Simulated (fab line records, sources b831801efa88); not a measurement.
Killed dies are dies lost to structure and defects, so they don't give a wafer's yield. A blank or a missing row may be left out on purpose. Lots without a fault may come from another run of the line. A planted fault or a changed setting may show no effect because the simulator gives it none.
Which tool did it? | flow sky130 | 13 lots, 39 wafers sampled, at 3 steps of a route of 708

WHAT THE GAUGES READ, wafer by wafer
SKY_LDD_HVP_TW_MEAS_10. Usual: LDD_HVP_TW 453.4, standard deviation 2.8.
lot  | measured     | on            | LDD_HVP_TW        | flag
L663 | day 21 12:45 | film_metro-01 | 451.0 450.2 452.9 |
L665 | day 22 05:13 | film_metro-02 | 449.1 452.6 455.1 |
L666 | day 22 08:40 | film_metro-01 | 453.4 454.9 457.9 |
L667 | day 23 17:31 | film_metro-02 | 455.5 450.0 451.0 |
L671 | day 25 05:16 | film_metro-02 | 454.8 453.1 454.7 |
L675 | day 26 10:26 | film_metro-03 | 454.2 452.1 452.1 |
L676 | day 26 19:26 | film_metro-02 | 458.3 456.0 455.8 |
L677 | day 26 21:11 | film_metro-01 | 453.3 454.4 452.1 |
L679 | day 27 17:54 | film_metro-03 | 450.4 451.1 450.2 |
L680 | day 27 23:26 | film_metro-03 | 449.1 450.9 451.2 |
L682 | day 28 12:43 | film_metro-01 | 454.3 451.8 454.3 |
L683 | day 28 16:47 | film_metro-03 | 449.2 447.3 450.0 |
L686 | day 29 15:15 | film_metro-03 | 453.9 453.5 453.0 |

SKY_LOCAL_INTERCONNECT_THK_MEAS_02: measures by xrf. Usual: LOCAL_INTERCONNECT_TIN_THK 100.9 nm, standard deviation 0.96.
lot  | measured     | on            | LOCAL_INTERCONNECT_TIN_THK (nm) | flag
L663 | day 29 03:13 | film_metro-02 | 101.2 100.9 100.4               |
L665 | day 29 18:55 | film_metro-01 | 101.0 99.9 99.9                 |
L666 | day 29 22:47 | film_metro-03 | 101.3 101.9 101.4               |
L667 | day 31 03:26 | film_metro-03 | 100.7 102.1 101.5               |
L671 | day 32 11:04 | film_metro-01 | 100.9 101.7 101.2               |
L675 | day 33 14:32 | film_metro-03 | 99.9 100.4 100.3                |
L676 | day 33 22:21 | film_metro-02 | 99.7 101.2 100.5                |
L677 | day 34 02:14 | film_metro-01 | 100.0 100.6 99.9                |
L679 | day 34 19:57 | film_metro-02 | 100.7 101.2 102.4               |
L680 | day 35 00:29 | film_metro-02 | 100.5 100.3 101.5               |
L682 | day 35 11:59 | film_metro-02 | 101.4 99.8 100.3                |
L683 | day 35 17:03 | film_metro-03 | 102.5 100.7 102.8               |
L686 | day 36 12:40 | film_metro-01 | 101.2 100.0 101.5               |

WHICH TOOL RAN EACH LOT (tool, then ch and the chambers of the sampled wafers, then the start)
lot  | SKY_LI_CONTACT_CMP_24
L663 | cmp-01 ch 1,2,3, day 29 02:44
L665 | cmp-01 ch 1,2,3, day 29 18:35
L666 | cmp-02 ch 1,3, day 29 22:18
L667 | cmp-02 ch 1,2,3, day 31 03:05
L671 | cmp-02 ch 1,2,3, day 32 10:41
L675 | cmp-02 ch 2,3, day 33 14:03
L676 | cmp-01 ch 0,1,3, day 33 21:55
L677 | cmp-01 ch 0,1,2, day 34 01:52
L679 | cmp-02 ch 0,2,3, day 34 19:27
L680 | cmp-02 ch 1,2, day 35 00:02
L682 | cmp-02 ch 1,2,3, day 35 11:35
L683 | cmp-02 ch 0,2,3, day 35 16:34
L686 | cmp-02 ch 0,1,2, day 36 12:10
- SKY_LI_CONTACT_CMP_24: polishes, stops on PSG, t overpolish 20 s, target thk 0 nm.

WHAT THE TOOLS THEMSELVES READ (means of the sampled wafers that have a number; where no wafer has one, the mark that the record gives instead)
SKY_LI_CONTACT_CMP_24. Usual: motor_current_A 10.6 A, standard deviation 1.5; overpolish_run_s 20.000 s, standard deviation 0.0091; time_to_endpoint_s 99 s, standard deviation 3.5.
lot  | tool   | motor_current_A (A) | overpolish_run_s (s) | time_to_endpoint_s (s) | flag
L663 | cmp-01 | 9.7                 | 20.000               | 95                     |
L665 | cmp-01 | 9.5                 | 19.997               | 99                     |
L666 | cmp-02 | 11.3                | 20.011               | 105                    |
L667 | cmp-02 | 11.6                | 20.002               | 98                     |
L671 | cmp-02 | 11.6                | 20.000               | 99                     |
L675 | cmp-02 | 11.6                | 19.999               | 101                    |
L676 | cmp-01 | 11.4                | 21.931               | 99                     | OFF
L677 | cmp-01 | 10.0                | 21.938               | 96                     | OFF
L679 | cmp-02 | 10.7                | 19.993               | 94                     |
L680 | cmp-02 | 11.9                | 20.005               | 100                    |
L682 | cmp-02 | 11.8                | 19.994               | 103                    |
L683 | cmp-02 | 10.6                | 20.000               | 102                    |
L686 | cmp-02 | 10.9                | 19.998               | 96                     |

THE ANSWER, worked out from the rows above alone
Rule: a lot is off if the mean of its wafers that have a number lies more than 3 standard deviations from the usual mean. A lot without any number at a reading at which 4 lots or more have one is off too. The other lots that the step has rows for count as sound. The gauges are gone through in route order, then the tools' own readings, and for those a lot's mean is taken as printed above. The first step at which some lot is off is used, and at that step the reading that is off furthest; a lot without a number counts as furthest.
Off: L676, L677, at SKY_LI_CONTACT_CMP_24 (overpolish_run_s).
A tool fits if, at that step or a process step before it, it ran every lot that is off, and no sound lot after the first of them. One fits: cmp-01 at SKY_LI_CONTACT_CMP_24. Its last sound lot is L665 (day 29 18:35), its first lot that is off L676 (day 33 21:55): a fault that began between those two fits.
The tool's own readings at SKY_LI_CONTACT_CMP_24 bear it out: on the lots that are off they differ by more than 5 times the standard deviation of the sound lots' means. overpolish_run_s reads 21.934 s there against 20.000 s on the sound lots.

WHAT THE SIMULATOR HAD PUT IN
Process parameter drift: cmp-01, from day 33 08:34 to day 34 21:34, at SKY_LI_CONTACT_CMP_24. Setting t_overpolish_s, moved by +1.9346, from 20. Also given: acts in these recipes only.
Lots struck among those shown: L676, L677. The rule above found the same.
